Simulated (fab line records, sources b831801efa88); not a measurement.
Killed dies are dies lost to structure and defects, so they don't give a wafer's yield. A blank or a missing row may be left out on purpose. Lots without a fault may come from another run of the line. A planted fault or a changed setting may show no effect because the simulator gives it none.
A struck lot beside a sound one | flow gf180mcu | 44 steps out of a route of 602
Sound: wafers L419.1, L419.4, L419.6. Struck: wafers L423.1, L423.2, L423.3. The cause comes at the end.
At each step with rows: each side's tool, then ch and its chambers, then its first start. Under that, the readings that differ: sound wafers | struck wafers | difference of the means | sigmas: that difference in standard deviations of wafers without a fault.
alike: readings whose means differ by less than 2 such deviations, and words and numbers that are the same on both sides. not compared: withheld readings, readings that some wafer has no value for, bounds like >300 that may hide the same value, and numbers for which the record gives no deviation and whose values overlap.
The two part at a step that has a row with sigmas, a row that says differs or no value, or rows on one side only. Numbers that don't overlap but have no deviation are shown without sigmas and don't part them. A reading that every wafer of one side lacks parts them only if that side has two wafers or more.

first, 2 steps without rows for these wafers: GF_NWELL_IMPLANT_08; GF_NWELL_IMPLANT_09.
GF_NWELL_STRIP_10: strips in O2/N2.
  sound on plasma_asher-04 ch 0,1, day 5 03:36; struck on plasma_asher-01 ch 0,1, day 6 00:21
  alike: drypump_motor_current_A, heater_power_w, oes_product_au, strip_time_to_endpoint_s
  not compared: rf_hours_counter_h
GF_NWELL_TW_MEAS_11:
  sound on film_metro-01, day 5 03:42; struck on film_metro-02, day 6 00:27
  alike: NWELL_TW
then, 7 steps without rows for these wafers: GF_LVPWELL_DEHYDRATE_00 (time 60 s); GF_LVPWELL_HMDS_01 (prime time 60 s); GF_LVPWELL_COAT_02 (resist thk 3000 nm); GF_LVPWELL_SOFTBAKE_03; GF_LVPWELL_EXPOSE_04 (exposes mask LVPWELL, target cd 600 nm); GF_LVPWELL_PEB_05; GF_LVPWELL_DEVELOP_06 (develop time 60 s).
GF_LVPWELL_OVL_MEAS_07:
  sound on overlay-02, day 5 17:46; struck on overlay-02, day 6 15:22
  alike: LVPWELL_OVL
GF_LVPWELL_IMPLANT_08:
  sound on implanter-02 ch 0, day 5 17:47; struck on implanter-02 ch 0, day 6 15:23
  reading       | sound                            | struck                           | difference  | sigmas
  dose_ions_cm2 | 1.5027e+13 1.5003e+13 1.4976e+13 | 1.4412e+13 1.4423e+13 1.4445e+13 | -5.7533e+11 | -38
  alike: end_station_pressure_torr
then, 1 step without rows for these wafers: GF_LVPWELL_IMPLANT_09.
GF_LVPWELL_STRIP_10: strips in O2/N2.
  sound on plasma_asher-03 ch 0,1, day 5 18:05; struck on plasma_asher-03 ch 0,1, day 6 15:41
  alike: drypump_motor_current_A, heater_power_w, oes_product_au, strip_time_to_endpoint_s
  not compared: rf_hours_counter_h
GF_LVPWELL_TW_MEAS_11:
  sound on film_metro-03, day 5 18:11; struck on film_metro-02, day 6 15:47
  reading    | sound       | struck      | difference | sigmas
  LVPWELL_TW | 568 569 568 | 540 545 543 | -26        | -3
then, 7 steps without rows for these wafers: GF_MVSD_DEHYDRATE_00 (time 60 s); GF_MVSD_HMDS_01 (prime time 60 s); GF_MVSD_COAT_02 (resist thk 3000 nm); GF_MVSD_SOFTBAKE_03; GF_MVSD_EXPOSE_04 (exposes mask MVSD, target cd 1000 nm); GF_MVSD_PEB_05; GF_MVSD_DEVELOP_06 (develop time 60 s).
GF_MVSD_OVL_MEAS_07:
  sound on overlay-02, day 6 09:04; struck on overlay-01, day 7 06:40
  reading       | sound       | struck         | difference | sigmas
  MVSD_OVL (nm) | 0.0 0.5 0.0 | -4.0 -2.6 -1.8 | -3.0       | -2
then, 2 steps without rows for these wafers: GF_MVSD_IMPLANT_08; GF_MVSD_IMPLANT_09.
GF_MVSD_STRIP_10: strips in O2/N2.
  sound on plasma_asher-03 ch 0,1, day 6 09:23; struck on plasma_asher-01 ch 0,1, day 7 06:59
  alike: drypump_motor_current_A, heater_power_w, oes_product_au, strip_time_to_endpoint_s
  not compared: rf_hours_counter_h
GF_MVSD_TW_MEAS_11:
  sound on film_metro-03, day 6 09:29; struck on film_metro-02, day 7 07:05
  reading | sound          | struck         | difference | sigmas
  MVSD_TW | 1603 1598 1594 | 1545 1546 1541 | -54        | -2
then, 7 steps without rows for these wafers: GF_MVPSD_DEHYDRATE_00 (time 60 s); GF_MVPSD_HMDS_01 (prime time 60 s); GF_MVPSD_COAT_02 (resist thk 3000 nm); GF_MVPSD_SOFTBAKE_03; GF_MVPSD_EXPOSE_04 (exposes mask MVPSD, target cd 1000 nm); GF_MVPSD_PEB_05; GF_MVPSD_DEVELOP_06 (develop time 60 s).
GF_MVPSD_OVL_MEAS_07:
  sound on overlay-02, day 7 01:01; struck on overlay-02, day 7 23:17
  reading        | sound          | struck       | difference | sigmas
  MVPSD_OVL (nm) | -2.9 -1.4 -1.5 | 3.3 1.4 -0.5 | +3.3       | +2
then, 2 steps without rows for these wafers: GF_MVPSD_IMPLANT_08; GF_MVPSD_IMPLANT_09.
GF_MVPSD_STRIP_10: strips in O2/N2.
  sound on plasma_asher-04 ch 0,1, day 7 01:21; struck on plasma_asher-04 ch 0,1, day 7 23:38
  alike: drypump_motor_current_A, heater_power_w, oes_product_au, strip_time_to_endpoint_s
  not compared: rf_hours_counter_h
GF_MVPSD_TW_MEAS_11:
  sound on film_metro-03, day 7 01:27; struck on film_metro-03, day 7 23:44
  alike: MVPSD_TW
then, 2 steps without rows for these wafers: GF_VT_IMPLANT_DEHYDRATE_00 (time 60 s); GF_VT_IMPLANT_HMDS_01 (prime time 60 s).
-- the record jumps here: 3 days lie between the struck wafers' starts before and after --
GF_VT_IMPLANT_RS_MEAS_48: measures by four-point-probe.
  sound on film_metro-03, day 9 20:41; struck on film_metro-03, day 10 21:57
  reading             | sound                | struck               | difference | sigmas
  LVPWELL_RS (ohm/sq) | 1199.4 1197.7 1196.7 | 1223.1 1218.1 1218.5 | +22.0      | +8
-- the record jumps here: 22 days lie between the struck wafers' starts before and after (it left off in module VT_IMPLANT and takes up again in module PASSIVATION, whose first step shown is number 602 of the route) --
GF_PASSIVATION_PROBE_99:
  the record has rows for the struck wafers here (prober-02, day 32 12:34) and none for the sound ones

WHERE THEY PART
First at GF_LVPWELL_IMPLANT_08; last, within this record, at GF_PASSIVATION_PROBE_99.

WHY: what the simulator had put in
Process parameter drift: implanter-02, from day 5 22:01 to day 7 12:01, at GF_LVPWELL_IMPLANT_08. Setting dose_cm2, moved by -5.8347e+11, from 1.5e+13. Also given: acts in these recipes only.
